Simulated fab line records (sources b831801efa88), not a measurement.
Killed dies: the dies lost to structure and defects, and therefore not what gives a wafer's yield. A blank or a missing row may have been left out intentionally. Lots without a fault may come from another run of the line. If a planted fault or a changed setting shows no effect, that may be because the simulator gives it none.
2 desks, one fault -- flow gf180mcu -- each desk has only its own numbers; what lay behind them comes last

## FOR THE TOOL OWNER'S DESK: pvd-sputter-01
The tool's own readings at GF_M4_SPUTTER_01 (material TiN, target thk 30 nm, time 25 s): means of the sampled wafers that have a number, for each lot that ran on this tool. Marked OUT: a lot whose mean sits more than 4 standard deviations from the usual mean, which makes it out of limits; the brackets give that distance.
Columns: A = cathode-dc-power-W at GF_M4_SPUTTER_01, usual 6500.2 W; B = chamber-pressure-pa at GF_M4_SPUTTER_01, usual 0.4000 Pa; C = throttle-valve-pct at GF_M4_SPUTTER_01, usual 30.0 %
lot,first seen here,A,B,C
L270,day 24 16:39,6499.6,0.4006,29.5
L273,day 25 14:31,6793.7 (+99 or more) OUT,0.4001,30.1
L274,day 25 23:54,6794.6 (+99 or more) OUT,0.4000,29.4
This desk's finding: out of limits on L273, L274; first on L273, day 25 14:31 (cathode-dc-power-W at GF_M4_SPUTTER_01). In limits: L270.

## METROLOGY DESK
What the gauges read for every lot (on any tool): the sampled wafers with a number, averaged. Marked OUT: a lot whose mean sits more than 4 standard deviations from the usual mean, which makes it out of limits; the brackets give that distance.
Columns: A = V3_W_RS at GF_V3_RS_MEAS_24, usual 0.324 ohm/sq; B = V3_W_THK at GF_V3_THK_MEAS_25, usual 354 nm
lot,first seen here,A,B
L264,day 22 09:44,0.322,356
L270,day 24 16:05,0.325,360
L273,day 25 13:59,0.328,354
L274,day 25 23:20,0.325,352
L282,day 28 09:22,0.329,347
L287,day 29 17:49,0.325,350
This desk's finding: nothing out of limits on any of the 6 lots.

## BROUGHT TOGETHER
The tool owner's desk had the chance to raise an alarm at day 25 14:31 on L273, L274.
Metrology desk: nothing out of limits seen.
The metrology desk holds a record of L273, L274, inside its limits.
Of the lots named, all ran GF_M4_SPUTTER_01 on pvd-sputter-01.

## WHAT THE SIMULATOR HAD PUT IN
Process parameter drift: pvd-sputter-01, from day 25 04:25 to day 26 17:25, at GF_M4_SPUTTER_01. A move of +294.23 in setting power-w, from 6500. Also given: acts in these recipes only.
Lots struck among those shown: L273, L274.
Hours from the fault's start to each desk's first reading out of limits: the tool owner's desk, 10.
